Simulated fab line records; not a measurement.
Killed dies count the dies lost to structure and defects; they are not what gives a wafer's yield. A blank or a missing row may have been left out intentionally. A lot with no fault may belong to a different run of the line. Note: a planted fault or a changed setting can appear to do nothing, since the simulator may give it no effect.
A struck lot beside a sound one -- flow sky130 -- 14 out of 708 route steps
Sound: these wafers, L242.1, L242.2, L242.5. The struck wafers were L241.1, L241.2, L241.4. The cause comes at the end.
For every step that has rows: the tool of each side, followed by ch and its chambers, followed by its first start. Under that, the readings that differ: sound wafers -- struck wafers -- difference of the means -- sigmas: that difference in standard deviations of wafers without a fault.
alike: readings with means less than 2 such deviations apart, plus words and numbers identical on both sides. not compared: withheld readings, readings lacking a value on some wafer, bounds such as >300 that could conceal the same value, and numbers that have no deviation in the record and whose values overlap.
A row with sigmas, a row that says differs or no value, or rows on one side alone: a step with any of these is where the two part. Non-overlapping numbers with no deviation appear without sigmas and do not part them. Lack of a reading on every wafer of one side parts them only where that side has two or more wafers.

SKY_VIA2_OVL_MEAS_13:
  struck on overlay-02, day 42 05:21; sound on overlay-01, day 42 12:33
reading,sound,struck,difference,sigmas
VIA2_OVL (nm),-7 -3 -5,6 7 10,+13,+2
SKY_VIA2_ETCH_14: etches BARC in N2/H2, stops on SiO2, time 45.9 s, target depth 60 nm.
  sound on rie-diel-01 ch 1,2, day 42 12:35; struck on rie-diel-01 ch 1,2,3, day 42 05:23
  alike: drypump-motor-current-A, oes-product-au, throttle-valve-pct
  not compared: rf-hours-counter-h
SKY_VIA2_ETCH_15: etches SiO2 in C4F8/O2/Ar, stops on TiN, target depth 546 nm, time 84 s.
  sound on rie-diel-01 ch 1,2, day 42 12:38; struck on rie-diel-01 ch 1,2,3, day 42 05:26
  alike: oes-product-au
  not compared: rf-hours-counter-h
SKY_VIA2_STRIP_16: strips in O2/N2.
  sound on plasma-asher-02 ch 0,1, day 42 12:41; struck on plasma-asher-01 ch 0,1, day 42 05:29
  alike: drypump-motor-current-A, oes-product-au, strip-time-to-endpoint-s
  not compared: rf-hours-counter-h
then, 3 steps without rows for these wafers: SKY_VIA2_STRIP_17 (strips in post etch residue remover, time 1200 s); SKY_VIA2_CLEAN_18 (cleans in IPA, time 180 s); SKY_VIA2_CLEAN_19 (cleans in O3/DIW).
SKY_VIA2_SPUTTER_20: material TiN, target thk 20 nm, time 80 s.
  struck on pvd-sputter-03, day 42 06:05; sound on pvd-sputter-02, day 42 13:17
  alike: cathode-dc-power-W, chamber-pressure-pa, throttle-valve-pct
SKY_VIA2_CVD_21: deposits W, target thk 420 nm, time 126.4 s.
  sound on cvd-w-02 ch 0,1, day 42 13:20; struck on cvd-w-02 ch 0,1, day 42 06:08
  alike: heater-power-w, susceptor-temp-C
SKY_VIA2_RS_MEAS_22: measures by four-point-probe.
  struck on film-metro-04, day 42 06:16; sound on film-metro-03, day 42 13:28
  alike: VIA2_W_RS
SKY_VIA2_THK_MEAS_23: measures by xrf.
  struck on film-metro-04, day 42 06:23; sound on film-metro-03, day 42 13:35
reading,sound,struck,difference,sigmas
VIA2_W_THK (nm),413 420 422,437 434 431,+16,+2
then, 1 step without rows for these wafers: SKY_VIA2_CMP_24 (polishes, stops on SiO2, t overpolish 20 s, target thk 0 nm).
SKY_METAL3_SPUTTER_00: material Ti, target thk 15 nm, time 10 s.
  struck on pvd-sputter-01, day 42 06:45; sound on pvd-sputter-01, day 42 13:57
  no value came back on the struck wafers for cathode-dc-power-W (W), chamber-pressure-pa (Pa), throttle-valve-pct (%); on the sound wafers cathode-dc-power-W (W) reads 2999.9 2999.8 2999.5
then, 1 step without rows for these wafers: SKY_METAL3_SPUTTER_01 (material TiN, target thk 20 nm, time 16.7 s).

WHERE THEY PART
At SKY_VIA2_OVL_MEAS_13 first; at SKY_METAL3_SPUTTER_00 last (within this record only).

WHY: whatever the simulator had introduced
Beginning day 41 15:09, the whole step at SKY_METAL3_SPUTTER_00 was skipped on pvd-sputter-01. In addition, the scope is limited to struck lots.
